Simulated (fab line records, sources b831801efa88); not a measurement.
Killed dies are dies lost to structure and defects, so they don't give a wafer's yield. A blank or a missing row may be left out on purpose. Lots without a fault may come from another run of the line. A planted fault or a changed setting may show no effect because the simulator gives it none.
Which tool did it? | flow sky130 | 24 lots, 72 wafers sampled, at 5 steps of a route of 708

WHAT THE GAUGES READ, wafer by wafer
SKY_POLY_GATE_THK_MEAS_01. Usual: POLY_GATE_CVD_00_THK 180.9 nm, standard deviation 1.4.
lot  | measured     | on            | POLY_GATE_CVD_00_THK (nm) | flag
L074 | day 13 20:10 | film_metro-01 | 181.8 182.5 180.4         |
L075 | day 13 20:10 | film_metro-02 | 181.1 180.8 179.7         |
L076 | day 14 09:06 | film_metro-01 | 181.2 180.7 179.7         |
L077 | day 15 07:59 | film_metro-01 | 183.8 182.2 183.2         |
L078 | day 15 10:41 | film_metro-02 | 182.5 181.0 182.1         |
L080 | day 16 03:43 | film_metro-01 | 180.6 180.3 180.2         |
L079 | day 16 03:43 | film_metro-03 | 178.8 180.0 179.9         |
L081 | day 16 12:29 | film_metro-02 | 180.2 180.7 180.3         |
L082 | day 16 19:09 | film_metro-01 | 182.1 182.1 182.6         |
L083 | day 17 04:20 | film_metro-02 | 180.3 181.0 180.2         |
L084 | day 17 15:08 | film_metro-03 | 180.7 180.9 181.9         |
L085 | day 17 18:39 | film_metro-03 | 182.7 181.5 182.7         |
L086 | day 18 06:12 | film_metro-01 | 180.6 179.6 181.2         |
L087 | day 18 16:16 | film_metro-01 | 181.7 181.7 179.6         |
L088 | day 18 22:17 | film_metro-03 | 181.3 179.1 180.0         |
L089 | day 18 22:18 | film_metro-02 | 178.9 178.6 179.4         |
L090 | day 19 10:58 | film_metro-02 | 179.4 178.7 180.2         |
L091 | day 19 20:14 | film_metro-03 | 179.3 178.7 178.5         |
L092 | day 20 10:43 | film_metro-02 | 179.3 180.8 180.1         |
L093 | day 21 12:37 | film_metro-01 | 180.6 182.4 180.2         |
L095 | day 22 00:07 | film_metro-02 | 180.6 181.6 180.2         |
L094 | day 22 01:19 | film_metro-03 | 180.3 179.9 182.1         |
L096 | day 21 22:55 | film_metro-02 | 182.1 183.1 182.6         |
L097 | day 22 04:27 | film_metro-02 | 182.5 181.9 182.5         |

SKY_METAL1_CD_MEAS_15: target cd 140 nm. Usual: cd_nm 139.9 nm, standard deviation 1.6.
lot  | measured     | on        | cd_nm (nm)        | flag
L074 | day 32 13:08 | cd_sem-02 | 139.4 140.7 140.4 |
L075 | day 32 09:53 | cd_sem-02 | 140.0 140.4 141.3 |
L076 | day 33 04:47 | cd_sem-01 | 137.3 138.5 138.5 |
L077 | day 33 22:43 | cd_sem-02 | 139.7 139.5 139.3 |
L078 | day 34 07:04 | cd_sem-02 | 138.9 139.4 139.4 |
L080 | day 34 17:32 | cd_sem-02 | 141.2 140.0 140.2 |
L079 | day 34 18:51 | cd_sem-01 | 141.6 139.0 140.3 |
L081 | day 35 00:11 | cd_sem-02 | 141.6 139.7 141.1 |
L082 | day 35 03:43 | cd_sem-01 | 140.4 141.9 141.8 |
L083 | day 35 16:17 | cd_sem-02 | 143.5 143.1 143.2 |
L084 | day 36 04:11 | cd_sem-02 | 141.5 141.4 140.4 |
L085 | day 36 06:12 | cd_sem-02 | 140.8 143.1 141.4 |
L086 | day 36 17:37 | cd_sem-01 | 138.8 137.8 137.4 |
L087 | day 36 23:46 | cd_sem-01 | 141.5 141.4 140.9 |
L088 | day 37 04:31 | cd_sem-01 | 140.3 139.9 137.6 |
L089 | day 37 05:41 | cd_sem-01 | 139.7 138.4 138.5 |
L090 | day 37 16:19 | cd_sem-01 | 139.4 139.4 139.6 |
L091 | day 37 22:28 | cd_sem-01 | 140.9 140.1 139.3 |
L092 | day 38 11:35 | cd_sem-02 | 138.5 138.5 136.2 |
L093 | day 39 08:16 | cd_sem-02 | 140.0 141.6 139.8 |
L095 | day 39 15:32 | cd_sem-01 | 140.5 139.0 140.6 |
L094 | day 39 19:13 | cd_sem-02 | 137.3 137.3 138.2 |
L096 | day 39 16:46 | cd_sem-02 | 137.7 136.6 136.9 |
L097 | day 39 22:59 | cd_sem-01 | 139.3 137.7 140.2 |

WHICH TOOL RAN EACH LOT (tool, then ch and the chambers of the sampled wafers, then the start)
lot  | SKY_PWDE_STRIP_09                   | SKY_VT_ADJUST_PCH_STRIP_09           | SKY_LI_CONTACT_ETCH_14
L074 | plasma_asher-01 ch 0,1, day 3 18:45 | plasma_asher-01 ch 1, day 10 04:47   | rie_diel-02 ch 0,1,3, day 28 21:10
L075 | plasma_asher-03 ch 0,1, day 3 20:21 | plasma_asher-02 ch 0,1, day 10 05:44 | rie_diel-02 ch 1,2,3, day 28 18:34
L076 | plasma_asher-04 ch 1, day 4 07:27   | plasma_asher-01 ch 0,1, day 10 20:29 | rie_diel-01 ch 0,1, day 29 14:19
L077 | plasma_asher-03 ch 0,1, day 4 17:21 | plasma_asher-02 ch 0,1, day 11 15:19 | rie_diel-02 ch 0,2,3, day 30 09:31
L078 | plasma_asher-03 ch 0,1, day 5 00:03 | plasma_asher-01 ch 0,1, day 11 20:17 | rie_diel-04 ch 0,3, day 30 17:34
L080 | plasma_asher-03 ch 0,1, day 5 07:57 | plasma_asher-03 ch 0,1, day 12 06:40 | rie_diel-04 ch 0,1, day 31 04:49
L079 | plasma_asher-04 ch 0,1, day 5 09:11 | plasma_asher-02 ch 0,1, day 12 07:02 | rie_diel-02 ch 0,1,3, day 31 06:07
L081 | plasma_asher-01 ch 0,1, day 5 14:07 | plasma_asher-01 ch 0,1, day 12 13:11 | rie_diel-04 ch 0,1,3, day 31 14:10
L082 | plasma_asher-01 ch 0,1, day 5 19:48 | plasma_asher-02 ch 0,1, day 12 23:52 | rie_diel-04 ch 0,2,3, day 31 16:52
L083 | plasma_asher-01 ch 0,1, day 6 00:18 | plasma_asher-02 ch 0, day 13 04:07   | rie_diel-02 ch 0,3, day 32 05:16
L084 | plasma_asher-04 ch 1, day 6 05:42   | plasma_asher-02 ch 0, day 13 15:10   | rie_diel-02 ch 1,2, day 32 17:37
L085 | plasma_asher-01 ch 0,1, day 6 10:05 | plasma_asher-01 ch 0,1, day 13 20:41 | rie_diel-02 ch 2,3, day 32 19:04
L086 | plasma_asher-01 ch 0,1, day 6 16:15 | plasma_asher-02 ch 0,1, day 14 03:29 | rie_diel-02 ch 0,1,2, day 33 05:31
L087 | plasma_asher-01 ch 0,1, day 6 22:29 | plasma_asher-01 ch 0,1, day 14 09:53 | rie_diel-04 ch 0,3, day 33 13:13
L088 | plasma_asher-03 ch 0,1, day 7 01:16 | plasma_asher-03 ch 0,1, day 14 16:09 | rie_diel-02 ch 1,2,3, day 33 17:52
L089 | plasma_asher-01 ch 0,1, day 7 06:27 | plasma_asher-03 ch 0,1, day 14 20:38 | rie_diel-01 ch 2,3, day 33 19:07
L090 | plasma_asher-04 ch 0,1, day 7 12:19 | plasma_asher-02 ch 0,1, day 15 07:33 | rie_diel-01 ch 0,1,2, day 34 06:31
L091 | plasma_asher-01 ch 0,1, day 7 18:27 | plasma_asher-02 ch 0,1, day 15 12:35 | rie_diel-04 ch 0,1,2, day 34 10:55
L092 | plasma_asher-03 ch 0,1, day 7 23:15 | plasma_asher-02 ch 0,1, day 15 20:58 | rie_diel-01 ch 1,2,3, day 35 00:40
L093 | plasma_asher-03 ch 0,1, day 8 11:10 | plasma_asher-03 ch 0,1, day 16 13:13 | rie_diel-02 ch 0,2,3, day 35 23:55
L095 | plasma_asher-04 ch 0,1, day 9 04:03 | plasma_asher-03 ch 0,1, day 17 10:49 | rie_diel-01 ch 0,1,3, day 36 07:40
L094 | plasma_asher-01 ch 0, day 9 04:10   | plasma_asher-03 ch 0,1, day 17 13:24 | rie_diel-02 ch 2,3, day 36 11:52
L096 | plasma_asher-03 ch 0,1, day 9 04:24 | plasma_asher-02 ch 0, day 17 15:16   | rie_diel-04 ch 0,3, day 36 08:25
L097 | plasma_asher-04 ch 0,1, day 9 10:03 | plasma_asher-02 ch 0, day 17 19:27   | rie_diel-02 ch 0,1,2, day 36 15:07
- SKY_PWDE_STRIP_09: strips in O2/N2.
- SKY_VT_ADJUST_PCH_STRIP_09: strips in O2/N2.
- SKY_LI_CONTACT_ETCH_14: etches BARC in N2/H2, stops on SiO2, time 45.9 s, target depth 60 nm.

WHAT THE TOOLS THEMSELVES READ (means of the sampled wafers that have a number; where no wafer has one, the mark that the record gives instead)
SKY_PWDE_STRIP_09. Usual: drypump_motor_current_A 5.6 A, standard deviation 0.55; oes_product_au 0.723 a.u., standard deviation 0.0043; strip_time_to_endpoint_s 37.03 s, standard deviation 0.077.
lot  | tool            | drypump_motor_current_A (A) | oes_product_au (a.u.) | strip_time_to_endpoint_s (s) | flag
L074 | plasma_asher-01 | 5.2                         | 0.723                 | 37.07                        |
L075 | plasma_asher-03 | 5.4                         | 0.724                 | 37.01                        |
L076 | plasma_asher-04 | 5.4                         | 0.723                 | 37.10                        |
L077 | plasma_asher-03 | 5.4                         | 0.720                 | 36.90                        |
L078 | plasma_asher-03 | 5.8                         | 0.724                 | 37.07                        |
L080 | plasma_asher-03 | 5.4                         | 0.720                 | 37.07                        |
L079 | plasma_asher-04 | 6.2                         | 0.728                 | 37.12                        |
L081 | plasma_asher-01 | 5.2                         | 0.722                 | 36.94                        |
L082 | plasma_asher-01 | 5.2                         | 0.720                 | 37.09                        |
L083 | plasma_asher-01 | 5.2                         | 0.724                 | 37.05                        |
L084 | plasma_asher-04 | 5.4                         | 0.721                 | 37.05                        |
L085 | plasma_asher-01 | 5.5                         | 0.725                 | 37.07                        |
L086 | plasma_asher-01 | 5.2                         | 0.721                 | 37.11                        |
L087 | plasma_asher-01 | 5.2                         | 0.722                 | 37.03                        |
L088 | plasma_asher-03 | 5.8                         | 0.719                 | 37.06                        |
L089 | plasma_asher-01 | 5.4                         | 0.720                 | 36.99                        |
L090 | plasma_asher-04 | 5.8                         | 0.724                 | 37.01                        |
L091 | plasma_asher-01 | 5.5                         | 0.726                 | 37.12                        |
L092 | plasma_asher-03 | 5.4                         | 0.723                 | 37.05                        |
L093 | plasma_asher-03 | 5.8                         | 0.719                 | 37.06                        |
L095 | plasma_asher-04 | 5.8                         | 0.725                 | 37.03                        |
L094 | plasma_asher-01 | 5.7                         | 0.724                 | 37.03                        |
L096 | plasma_asher-03 | 5.8                         | 0.725                 | 37.06                        |
L097 | plasma_asher-04 | 6.2                         | 0.723                 | 36.89                        |

SKY_VT_ADJUST_PCH_STRIP_09. Usual: drypump_motor_current_A 5.6 A, standard deviation 0.35; oes_product_au 0.722 a.u., standard deviation 0.0044; strip_time_to_endpoint_s 36.94 s, standard deviation 0.092.
lot  | tool            | drypump_motor_current_A (A) | oes_product_au (a.u.) | strip_time_to_endpoint_s (s) | flag
L074 | plasma_asher-01 | 4.9                         | 0.722                 | 37.09                        |
L075 | plasma_asher-02 | 5.7                         | 0.721                 | 36.82                        |
L076 | plasma_asher-01 | 5.2                         | 0.723                 | 36.93                        |
L077 | plasma_asher-02 | 5.8                         | 0.727                 | 36.94                        |
L078 | plasma_asher-01 | 5.5                         | 0.722                 | 36.96                        |
L080 | plasma_asher-03 | 5.8                         | 0.720                 | 36.72                        |
L079 | plasma_asher-02 | 5.8                         | 0.727                 | 37.00                        |
L081 | plasma_asher-01 | 5.4                         | 0.720                 | 36.88                        |
L082 | plasma_asher-02 | 5.7                         | 0.719                 | 36.95                        |
L083 | plasma_asher-02 | 5.7                         | 0.720                 | 36.92                        |
L084 | plasma_asher-02 | 5.7                         | 0.720                 | 37.00                        |
L085 | plasma_asher-01 | 5.4                         | 0.719                 | 36.97                        |
L086 | plasma_asher-02 | 5.8                         | 0.722                 | 36.98                        |
L087 | plasma_asher-01 | 5.4                         | 0.717                 | 37.06                        |
L088 | plasma_asher-03 | 5.8                         | 0.717                 | 36.99                        |
L089 | plasma_asher-03 | 5.4                         | 0.722                 | 36.84                        |
L090 | plasma_asher-02 | 5.7                         | 0.720                 | 36.98                        |
L091 | plasma_asher-02 | 5.7                         | 0.727                 | 36.97                        |
L092 | plasma_asher-02 | 5.7                         | 0.720                 | 36.86                        |
L093 | plasma_asher-03 | 5.8                         | 0.721                 | 36.94                        |
L095 | plasma_asher-03 | 5.7                         | 0.722                 | 36.97                        |
L094 | plasma_asher-03 | 5.4                         | 0.718                 | 37.01                        |
L096 | plasma_asher-02 | 5.7                         | 0.724                 | 36.83                        |
L097 | plasma_asher-02 | 5.7                         | 0.723                 | 36.96                        |

SKY_LI_CONTACT_ETCH_14. Usual: drypump_motor_current_A 5.5 A, standard deviation 0.4; h2_flow_sccm 200.0 sccm, standard deviation 0.59; oes_product_au 0.854 a.u., standard deviation 0.0047; throttle_valve_pct 13.225 %, standard deviation 0.0094.
lot  | tool        | drypump_motor_current_A (A) | h2_flow_sccm (sccm) | oes_product_au (a.u.) | throttle_valve_pct (%) | flag
L074 | rie_diel-02 | 5.3                         | 200.4               | 0.853                 | 13.222                 |
L075 | rie_diel-02 | 5.7                         | 200.3               | 0.854                 | 13.223                 |
L076 | rie_diel-01 | 5.2                         | 200.4               | 0.850                 | 13.218                 |
L077 | rie_diel-02 | 5.6                         | 200.2               | 0.853                 | 13.228                 |
L078 | rie_diel-04 | 5.7                         | 199.9               | 0.856                 | 13.227                 |
L080 | rie_diel-04 | 5.5                         | 200.3               | 0.858                 | 13.228                 |
L079 | rie_diel-02 | 5.3                         | 200.0               | 0.851                 | 13.222                 |
L081 | rie_diel-04 | 5.5                         | 200.3               | 0.850                 | 13.233                 |
L082 | rie_diel-04 | 5.5                         | 199.8               | 0.858                 | 13.234                 |
L083 | rie_diel-02 | 5.2                         | 199.7               | 0.856                 | 13.226                 |
L084 | rie_diel-02 | 5.6                         | 200.1               | 0.859                 | 13.235                 |
L085 | rie_diel-02 | 6.0                         | 199.5               | 0.854                 | 13.230                 |
L086 | rie_diel-02 | 5.5                         | 199.8               | 0.855                 | 13.231                 |
L087 | rie_diel-04 | 5.7                         | 200.5               | 0.852                 | 13.219                 |
L088 | rie_diel-02 | 5.7                         | 199.7               | 0.850                 | 13.225                 |
L089 | rie_diel-01 | 5.7                         | 200.1               | 0.852                 | 13.228                 |
L090 | rie_diel-01 | 5.3                         | 200.3               | 0.848                 | 13.221                 |
L091 | rie_diel-04 | 5.5                         | 200.2               | 0.861                 | 13.235                 |
L092 | rie_diel-01 | 5.5                         | 199.8               | 0.856                 | 13.223                 |
L093 | rie_diel-02 | 5.6                         | 200.1               | 0.851                 | 13.230                 |
L095 | rie_diel-01 | 5.6                         | 200.1               | 0.855                 | 13.225                 |
L094 | rie_diel-02 | 5.9                         | 200.4               | 0.859                 | 13.228                 |
L096 | rie_diel-04 | 5.5                         | 199.8               | 0.856                 | 13.228                 |
L097 | rie_diel-02 | 5.5                         | 199.9               | 0.855                 | 13.223                 |

THE ANSWER, worked out from the rows above alone
Rule: a lot is off if the mean of its wafers that have a number lies more than 3 standard deviations from the usual mean. A lot without any number at a reading at which 4 lots or more have one is off too. The other lots that the step has rows for count as sound. The gauges are gone through in route order, then the tools' own readings, and for those a lot's mean is taken as printed above. The first step at which some lot is off is used, and at that step the reading that is off furthest; a lot without a number counts as furthest.
No lot is off at any reading shown: from this, nothing can be told.

WHAT THE SIMULATOR HAD PUT IN
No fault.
